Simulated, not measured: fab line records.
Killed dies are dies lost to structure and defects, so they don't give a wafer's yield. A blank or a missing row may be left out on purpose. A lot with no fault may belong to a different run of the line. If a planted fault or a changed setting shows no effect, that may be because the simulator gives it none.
Which tool is to blame? -- flow gf180mcu -- 18 wafers from 6 lots sampled at 4 of the route's 602 steps

WHAT THE GAUGES READ, wafer by wafer
GF_V4_THK_MEAS_25: measures by xrf.
lot,measured,on,V4_W_THK (nm)
L951,day 25 11:40,film-metro-03,357 359 350
L954,day 26 07:29,film-metro-03,362 363 361
L958,day 27 22:32,film-metro-04,357 365 359
L962,day 29 00:11,film-metro-01,360 359 362
L969,day 30 19:55,film-metro-01,355 362 349
L971,day 31 15:46,film-metro-04,353 352 355

EACH LOT AND THE TOOL THAT RAN IT (in order: tool; ch and the chambers of the sampled wafers; start)
lot,GF_M4_STRIP_17,GF_V4_ETCH_16,GF_V4_ETCH_17
L951,"plasma-asher-02 ch 0, day 24 11:17","rie-diel-03 ch 1,3, day 25 10:37","rie-diel-03 ch 1,3, day 25 10:00"
L954,"plasma-asher-03 ch 0,1, day 25 08:07","rie-diel-01 ch 1,2,3, day 26 06:27","rie-diel-01 ch 1,2,3, day 26 06:00"
L958,"plasma-asher-03 ch 0,1, day 27 00:26","rie-diel-03 ch 0,1,2, day 27 21:30","rie-diel-03 ch 0,1,2, day 27 21:00"
L962,"plasma-asher-04 ch 0,1, day 28 01:59","rie-diel-01 ch 1,2,3, day 28 22:57","rie-diel-01 ch 1,2,3, day 28 22:00"
L969,"plasma-asher-02 ch 0,1, day 29 23:32","rie-diel-03 ch 0,2, day 30 18:55","rie-diel-03 ch 0,2, day 30 18:00"
L971,"plasma-asher-03 ch 0,1, day 30 19:30","rie-diel-02 ch 1,2, day 31 14:46","rie-diel-02 ch 1,2, day 31 14:00"
- GF_M4_STRIP_17: strips in O2/N2.
- GF_V4_ETCH_16: etches BARC in N2/H2.
- GF_V4_ETCH_17: etches SiO2 in C4F8/O2/Ar, stops on TiN, target depth 630 nm.

THE ANSWER, worked out from the rows above alone
Rule: the usual values come from the lots themselves. The widest of any qualifying gaps counts: lots, ordered by their means at a reading, are off when they make up no more than a third of the lots, leave a main group of 4 or more, and stand apart from it by 3 or more times the standard deviation of that group's means. A main group is skipped when, at the precision printed for the reading in the tables above, its means are all equal. Also off: a lot with no number at a reading for which 4 or more lots have one. All remaining lots with rows at the step are treated as sound.
None of the lots is off at any reading shown; this tells nothing.

WHAT HAD BEEN PUT IN BY THE SIMULATOR
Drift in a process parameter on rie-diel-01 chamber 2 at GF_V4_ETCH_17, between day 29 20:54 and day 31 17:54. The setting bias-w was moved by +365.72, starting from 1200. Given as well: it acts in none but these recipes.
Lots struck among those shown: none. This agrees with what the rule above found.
